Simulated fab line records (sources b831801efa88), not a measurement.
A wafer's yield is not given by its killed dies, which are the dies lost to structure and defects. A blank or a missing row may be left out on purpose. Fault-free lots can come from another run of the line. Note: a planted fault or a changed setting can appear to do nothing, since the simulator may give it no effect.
Matching of chambers + flow gf180mcu + 4 sister chambers for GF_V1_CMP_26 on cmp-01
The step polishes, stops on SiO2, t overpolish 15.68 s, target thk 0 nm. 4 wafers are shown with their chamber, then 9 later ones without.

## EACH WAFER AND ITS CHAMBER
| wafer  | chamber | motor-current-A (A) |
|--------|---------|---------------------|
| L936.2 | 0       | 12.1                |
| L937.2 | 3       | 10.6                |
| L938.5 | 1       | 10.9                |
| L938.6 | 2       | 10.6                |

## WAFERS WITH NO CHAMBER GIVEN
| wafer  | motor-current-A (A) |
|--------|---------------------|
| L944.3 | 12.8                |
| L944.5 | 10.3                |
| L944.6 | 11.7                |
| L946.2 | 9.9                 |
| L946.3 | 13.0                |
| L946.4 | 11.1                |
| L945.1 | 12.2                |
| L945.3 | 10.1                |
| L945.6 | 11.3                |

## WHICH CHAMBER EACH WENT THROUGH
| wafer  | from the rows above               | in truth |
|--------|-----------------------------------|----------|
| L944.3 | 0                                 | 0        |
| L944.5 | can't be placed: 2 or 3 or 1      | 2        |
| L944.6 | can't be placed: 0 or 1 or 2 or 3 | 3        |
| L946.2 | can't be placed: 2 or 3 or 1      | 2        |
| L946.3 | 0                                 | 0        |
| L946.4 | can't be placed: 1 or 2 or 3 or 0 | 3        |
| L945.1 | 0                                 | 0        |
| L945.3 | can't be placed: 2 or 3 or 1      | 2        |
| L945.6 | can't be placed: 1 or 2 or 3 or 0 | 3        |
Placed correctly: 3 of 9. Cannot be placed on the basis of these rows: 6; the candidates contain the true chamber in 6. Placed wrongly: 0.
How it was worked out, from the rows above alone: a wafer's distance from a chamber is the root of the sum, over the readings, of the square of ((its reading less the chamber's mean) divided by the reading's scatter). The wafer belongs to the nearest chamber; if the next one is less than 2 further off, it can't be placed. The mean given for a chamber averages the wafers shown for that chamber. The scatter (one wafer shown for each chamber): square how far every hidden wafer sits from the nearest shown wafer, average those squares and take the square root.
